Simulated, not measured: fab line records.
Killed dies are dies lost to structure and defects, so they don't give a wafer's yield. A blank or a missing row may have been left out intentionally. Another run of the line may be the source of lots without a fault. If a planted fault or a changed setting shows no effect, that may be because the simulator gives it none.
Which tool was responsible? || flow sky130 || 13 lots with 38 wafers sampled at 2 steps, on a route of 708 steps

WHAT THE GAUGES SHOWED, per wafer
SKY_PASSIVATION_THK_MEAS_03. Usual: PASSIVATION_CVD_02_THK 542 nm, standard deviation 6.8.
{"lot": "L903", "measured": "day 43 21:35", "on": "film metro-04", "PASSIVATION_CVD_02_THK (nm)": "533 534 540", "flag": ""}
{"lot": "L904", "measured": "day 43 22:31", "on": "film metro-02", "PASSIVATION_CVD_02_THK (nm)": "532 549 544", "flag": ""}
{"lot": "L905", "measured": "day 44 03:55", "on": "film metro-03", "PASSIVATION_CVD_02_THK (nm)": "540 551 548", "flag": ""}
{"lot": "L906", "measured": "day 44 07:28", "on": "film metro-03", "PASSIVATION_CVD_02_THK (nm)": "542 550 547", "flag": ""}
{"lot": "L907", "measured": "day 44 22:49", "on": "film metro-04", "PASSIVATION_CVD_02_THK (nm)": "530 538 540", "flag": ""}
{"lot": "L908", "measured": "day 45 04:11", "on": "film metro-03", "PASSIVATION_CVD_02_THK (nm)": "540 539 546", "flag": ""}
{"lot": "L914", "measured": "day 46 21:01", "on": "film metro-04", "PASSIVATION_CVD_02_THK (nm)": "424 543", "flag": "OFF"}
{"lot": "L917", "measured": "day 48 01:20", "on": "film metro-04", "PASSIVATION_CVD_02_THK (nm)": "425 544 545", "flag": "OFF"}
{"lot": "L918", "measured": "day 48 02:05", "on": "film metro-02", "PASSIVATION_CVD_02_THK (nm)": "540 548 543", "flag": ""}
{"lot": "L919", "measured": "day 48 04:04", "on": "film metro-02", "PASSIVATION_CVD_02_THK (nm)": "548 537 541", "flag": ""}
{"lot": "L920", "measured": "day 48 07:01", "on": "film metro-04", "PASSIVATION_CVD_02_THK (nm)": "546 554 542", "flag": ""}
{"lot": "L923", "measured": "day 48 15:40", "on": "film metro-02", "PASSIVATION_CVD_02_THK (nm)": "539 537 547", "flag": ""}
{"lot": "L926", "measured": "day 49 09:20", "on": "film metro-02", "PASSIVATION_CVD_02_THK (nm)": "522 546 540", "flag": ""}

WHICH TOOL RAN EACH LOT (tool, then ch and the chambers of the sampled wafers, then the start)
{"lot": "L903", "SKY_PASSIVATION_CVD_02": "pecvd-01 ch 0,2, day 43 21:14"}
{"lot": "L904", "SKY_PASSIVATION_CVD_02": "pecvd-04 ch 0,1,2, day 43 22:22"}
{"lot": "L905", "SKY_PASSIVATION_CVD_02": "pecvd-03 ch 0,2, day 44 03:35"}
{"lot": "L906", "SKY_PASSIVATION_CVD_02": "pecvd-03 ch 0,2, day 44 07:07"}
{"lot": "L907", "SKY_PASSIVATION_CVD_02": "pecvd-01 ch 0,2, day 44 22:28"}
{"lot": "L908", "SKY_PASSIVATION_CVD_02": "pecvd-01 ch 0,1,2, day 45 03:57"}
{"lot": "L914", "SKY_PASSIVATION_CVD_02": "pecvd-04 ch 0,1, day 46 20:52"}
{"lot": "L917", "SKY_PASSIVATION_CVD_02": "pecvd-04 ch 1,2, day 48 01:06"}
{"lot": "L918", "SKY_PASSIVATION_CVD_02": "pecvd-03 ch 1,2, day 48 01:44"}
{"lot": "L919", "SKY_PASSIVATION_CVD_02": "pecvd-03 ch 0,1,2, day 48 03:55"}
{"lot": "L920", "SKY_PASSIVATION_CVD_02": "pecvd-01 ch 0,1, day 48 06:41"}
{"lot": "L923", "SKY_PASSIVATION_CVD_02": "pecvd-03 ch 0,1,2, day 48 15:26"}
{"lot": "L926", "SKY_PASSIVATION_CVD_02": "pecvd-01 ch 1,2, day 49 09:07"}
- SKY_PASSIVATION_CVD_02: deposits Si3N4, target thk 540 nm.

AS READ BY THE TOOLS THEMSELVES (means over the sampled wafers that have a number; for cases with no such wafer, the mark the record gives instead)
SKY_PASSIVATION_CVD_02. Usual: 668 W for heater power w, sd 110.
{"lot": "L903", "tool": "pecvd-01", "heater power w (W)": 742, "flag": ""}
{"lot": "L904", "tool": "pecvd-04", "heater power w (W)": 588, "flag": ""}
{"lot": "L905", "tool": "pecvd-03", "heater power w (W)": 679, "flag": ""}
{"lot": "L906", "tool": "pecvd-03", "heater power w (W)": 779, "flag": ""}
{"lot": "L907", "tool": "pecvd-01", "heater power w (W)": 736, "flag": ""}
{"lot": "L908", "tool": "pecvd-01", "heater power w (W)": 753, "flag": ""}
{"lot": "L914", "tool": "pecvd-04", "heater power w (W)": 548, "flag": ""}
{"lot": "L917", "tool": "pecvd-04", "heater power w (W)": 569, "flag": ""}
{"lot": "L918", "tool": "pecvd-03", "heater power w (W)": 700, "flag": ""}
{"lot": "L919", "tool": "pecvd-03", "heater power w (W)": 720, "flag": ""}
{"lot": "L920", "tool": "pecvd-01", "heater power w (W)": 650, "flag": ""}
{"lot": "L923", "tool": "pecvd-03", "heater power w (W)": 718, "flag": ""}
{"lot": "L926", "tool": "pecvd-01", "heater power w (W)": 698, "flag": ""}

THE ANSWER, worked out from the rows above alone
Rule: lot off if the mean of its wafers having a number is beyond 3 standard deviations from the usual mean. Also off: a lot with no number at a reading for which 4 or more lots have one. Any other lot the step has rows for is counted as sound. First the gauges in route order, then the tools' own readings, where a lot's mean is used as printed above. The first step at which some lot is off is used, and at that step the reading that is off furthest; a lot without a number counts as furthest.
Off: L914, L917, seen at SKY_PASSIVATION_THK_MEAS_03 (PASSIVATION_CVD_02_THK).
If a tool, at a process step before that reading, ran all the lots that are off and no sound lot after the first of them, it fits. Those tools and the gauges at SKY_PASSIVATION_THK_MEAS_03 are tried in the same way. One candidate fits, namely pecvd-04 at SKY_PASSIVATION_CVD_02. Its last sound lot is L904 (day 43 22:22), its first lot that is off L914 (day 46 20:52): a fault that began between those two fits.

WHAT THE SIMULATOR HAD PUT IN
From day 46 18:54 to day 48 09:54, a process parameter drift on pecvd-04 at SKY_PASSIVATION_CVD_02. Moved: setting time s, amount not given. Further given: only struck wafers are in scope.
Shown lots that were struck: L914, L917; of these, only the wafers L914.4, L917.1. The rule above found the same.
